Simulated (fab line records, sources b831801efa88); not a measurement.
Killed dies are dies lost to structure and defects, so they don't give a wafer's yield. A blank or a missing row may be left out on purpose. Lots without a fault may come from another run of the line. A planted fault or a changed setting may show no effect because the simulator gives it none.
Which tool did it? | flow gf180mcu | 6 lots, 18 wafers sampled, at 2 steps of a route of 602

WHAT THE GAUGES READ, wafer by wafer
GF_CONTACT_THK_MEAS_01.
lot  | measured     | on            | CONTACT_CVD_00_THK (nm)
L364 | day 15 20:03 | film_metro-02 | 299.5 298.8 296.1
L366 | day 16 13:44 | film_metro-01 | 297.3 295.4 299.5
L369 | day 17 21:49 | film_metro-03 | 292.1 301.1 296.9
L372 | day 19 11:10 | film_metro-02 | 297.9 293.6 295.8
L378 | day 21 07:26 | film_metro-01 | 144.7 144.3 144.5
L381 | day 22 00:54 | film_metro-01 | 296.2 302.6 299.3

WHICH TOOL RAN EACH LOT (tool, then ch and the chambers of the sampled wafers, then the start)
lot  | GF_CONTACT_CVD_00
L364 | hdpcvd-02 ch 0,1,2, day 15 20:00
L366 | hdpcvd-02 ch 1,2, day 16 13:41
L369 | hdpcvd-01 ch 0,1,2, day 17 21:46
L372 | hdpcvd-01 ch 0,1,2, day 19 11:07
L378 | hdpcvd-02 ch 0,1,2, day 21 07:23
L381 | hdpcvd-01 ch 0,1,2, day 22 00:50
- GF_CONTACT_CVD_00: deposits SiO2, target thk 300 nm, time 50 s.

THE ANSWER, worked out from the rows above alone
Rule: what is usual is taken from the lots themselves. Put in order of their means at a reading, lots are off if they are a third of the lots or fewer, leave a main group of 4 or more, and stand apart from it by a gap of 3 or more times the standard deviation of the main group's means; of several such gaps the widest counts. A main group whose means are all the same, to the digits that the tables above print for the reading, isn't used. A lot without any number at a reading at which 4 lots or more have one is off too. The other lots that the step has rows for count as sound.
Off: L378, at GF_CONTACT_THK_MEAS_01 (CONTACT_CVD_00_THK). The main group: mean 297.5 nm, standard deviation 1.2.
A tool fits if, at a process step before that reading, it ran every lot that is off, and no sound lot after the first of them. The gauges at GF_CONTACT_THK_MEAS_01 are tried like those tools. One fits: hdpcvd-02 at GF_CONTACT_CVD_00. Its last sound lot is L366 (day 16 13:41), its first lot that is off L378 (day 21 07:23): a fault that began between those two fits.

WHAT THE SIMULATOR HAD PUT IN
Process parameter drift: hdpcvd-02, from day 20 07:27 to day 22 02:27, at GF_CONTACT_CVD_00. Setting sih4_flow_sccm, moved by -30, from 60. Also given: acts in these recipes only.
Lots struck among those shown: L378. The rule above found the same.
